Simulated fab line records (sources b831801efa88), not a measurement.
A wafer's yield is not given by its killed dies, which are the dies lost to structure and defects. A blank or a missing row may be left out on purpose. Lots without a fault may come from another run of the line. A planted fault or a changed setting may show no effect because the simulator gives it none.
Problem report in the 8D (eight disciplines) form, filled by code | flow sky130 | the parts of the form that need people (team, actions taken, sign-off) are left out

== 1. WHAT WENT WRONG ==
cd nm at SKY_VIA1_CD_MEAS_12 reads a mean of 83.3 nm on 1 wafer of 1 lot; wafers without a fault read 149.5 nm with a standard deviation of 1.8. That is -37 standard deviations from the usual mean.
The step: target cd 150 nm.
Earliest sighting: wafer L859.1 on cd sem-01 at day 38 09:15. At this step, 33 wafers from 11 lots have a number in the record. By rule, "out" or "out of limits" means more than 4 standard deviations away from the usual mean. The other wafers with a number count as sound.

== 2. WHAT IT IS, AND WHAT IT ISN'T ==
question                    | is                | is not
which readings at this step | cd nm             | -
which lots                  | L859              | L842, L843, L844, L847, L851, L852, L853, L854, L855, L858
which wafers of those lots  | L859.1            | L859.5, L859.6
read on which gauges        | cd sem-01         | cd sem-02
when                        | from day 38 09:15 | up to then (32 sound wafers)

== 3. THE SUSPECTS, EACH WITH WHAT RULES IT OUT ==
Counting: any tool at a process step up to the reading remains a suspect provided it ran every lot that is out. Sound lots after the first of them don't rule it out here, since some wafers of a struck lot are sound.
- the gauge at SKY_VIA1_CD_MEAS_12 is ruled out. All the wafers that are out were read on cd sem-01, but those of them that SKY_PAD_OPEN_PROBE_99 has rows for are out there too, on other tools.
- rie metal-02 at SKY_METAL1_ETCH_18 (etches BARC in N2/H2, stops on SiO2, time 45.9 s, target depth 60 nm): kept. It processed L859, the lot that is out, at day 37 05:19, and its most recent sound lot before then was L853 at day 36 12:01.
- krf scanner-01 at SKY_VIA1_EXPOSE_09 (exposes mask VIM, target cd 150 nm): kept. It processed L859, the lot that is out, at day 37 21:17, and its most recent sound lot before then was L855 at day 37 09:45.
After counting, rie metal-02 at SKY_METAL1_ETCH_18 and krf scanner-01 at SKY_VIA1_EXPOSE_09 remain.

== 4. THE CAUSE (what the simulator had put in) ==
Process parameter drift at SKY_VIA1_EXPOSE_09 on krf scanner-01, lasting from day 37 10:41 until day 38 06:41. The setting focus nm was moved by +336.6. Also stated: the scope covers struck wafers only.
2 suspects survive the count, and this tool is in that group.

== 5. THE CHAIN OF EFFECTS, in route order ==
Each row: a reading whose mean over the struck wafers that have a number lies more than 3 standard deviations from the usual. Readings are gone through only where the record gives a usual standard deviation; hours: the median, over the lots, of the time from a lot's start at the first step in this table giving one to that lot's start at this step; sigmas: the change measured in usual standard deviations.
hours | step                  | reading              | usual    | on struck wafers | change | sigmas
0     | SKY_VIA1_CD_MEAS_12   | cd nm                | 149.5 nm | 83.3             | -66.2  | -37
258   | SKY_PAD_OPEN_PROBE_99 | defect limited yield | 82.2 %   | 0.0              | -82.2  | -46
258   | SKY_PAD_OPEN_PROBE_99 | killed_at_M0_to_M3   | 42       | 449              | +407   | +67
258   | SKY_PAD_OPEN_PROBE_99 | killed dies          | 87       | 492              | +405   | +46
258   | SKY_PAD_OPEN_PROBE_99 | killed on rim        | 18       | 96               | +78    | +22
258   | SKY_PAD_OPEN_PROBE_99 | sort_bin_5_function  | 10.7 %   | 93.7             | +83.0  | +59
258   | SKY_PAD_OPEN_PROBE_99 | sort n pass          | 405      | 0                | -405   | -46
258   | SKY_PAD_OPEN_PROBE_99 | sort yield pct       | 82.2 %   | 0.0              | -82.2  | -46
Its process steps:
- SKY_PAD_OPEN_PROBE_99

== 6. WHAT WOULD HAVE CAUGHT IT SOONER ==
The first out-of-limits reading at a measuring or inspecting step in this record came at day 38 09:15, 23 hours after the fault's start at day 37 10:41.
Of the tool readings at SKY_VIA1_EXPOSE_09 for which the record gives a usual standard deviation, none was out on any struck wafer, so an alarm limit of 4 standard deviations on them would not have fired.
The start of SKY_VIA1_EXPOSE_09 on krf scanner-01 came by day 38 09:15 for every one of the lots that are out (1). Holding the tool at that point would not have protected any of them.
